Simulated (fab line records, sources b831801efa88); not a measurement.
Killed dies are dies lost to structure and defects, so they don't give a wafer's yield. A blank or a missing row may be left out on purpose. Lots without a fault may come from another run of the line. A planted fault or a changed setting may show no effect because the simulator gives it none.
One fault seen from 2 desks | flow gf180mcu | each desk has only its own numbers; what lay behind them comes last

THE TOOL OWNER'S DESK: litho_track-01
The tool's own readings at GF_CONTACT_PEB_12 (peb time 90 s): means of the sampled wafers that have a number, for each lot that ran on this tool. A lot is out of limits, marked OUT, if its mean lies more than 4 standard deviations from the usual mean; the brackets give that distance.
Columns: A = heater_power_total_W at GF_CONTACT_PEB_12, usual 85.70 W
lot  | first seen here | A
L722 | day 16 09:53    | 85.70
L726 | day 17 18:17    | 85.68
L727 | day 17 19:20    | 85.61
L735 | day 21 02:20    | 87.56 (+21) OUT
L736 | day 21 09:47    | 86.68 (+11) OUT
This desk's finding: out of limits on L735, L736; first on L735, day 21 02:20 (heater_power_total_W at GF_CONTACT_PEB_12). In limits: L722, L726, L727.

THE METROLOGY DESK
What the gauges read, lot by lot, whatever tool the lot ran on: means of the sampled wafers that have a number. A lot is out of limits, marked OUT, if its mean lies more than 4 standard deviations from the usual mean; the brackets give that distance.
Columns: A = POLY_GATE_CVD_00_THK at GF_POLY_GATE_THK_MEAS_01, usual 199.5 nm
lot  | first seen here | A
L722 | day 8 15:54     | 198.8
L723 | day 8 20:01     | 199.2
L724 | day 9 07:05     | 199.4
L726 | day 9 17:40     | 198.4
L727 | day 9 20:45     | 202.4
L728 | day 10 04:32    | 201.0
L731 | day 11 02:06    | 197.6
L735 | day 12 08:57    | 200.1
L736 | day 12 10:53    | 201.3
L741 | day 13 19:54    | 199.5
L742 | day 14 04:25    | 199.2
L743 | day 14 14:05    | 197.9
L744 | day 14 17:24    | 198.5
L745 | day 15 01:55    | 199.9
This desk's finding: nothing out of limits on any of the 14 lots.

PUT TOGETHER
The tool owner's desk could have raised an alarm at day 21 02:20, on L735, L736.
The metrology desk saw nothing out of limits.
The metrology desk has L735, L736 on record, within its limits.
Of the lots named, all ran GF_CONTACT_PEB_12 on litho_track-01.

WHAT THE SIMULATOR HAD PUT IN
Process parameter drift: litho_track-01, from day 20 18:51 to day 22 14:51, at GF_CONTACT_PEB_12. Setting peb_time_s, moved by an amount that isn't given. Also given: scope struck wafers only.
Lots struck among those shown: L735, L736.
Hours from the fault's start to each desk's first reading out of limits: the tool owner's desk, 7.
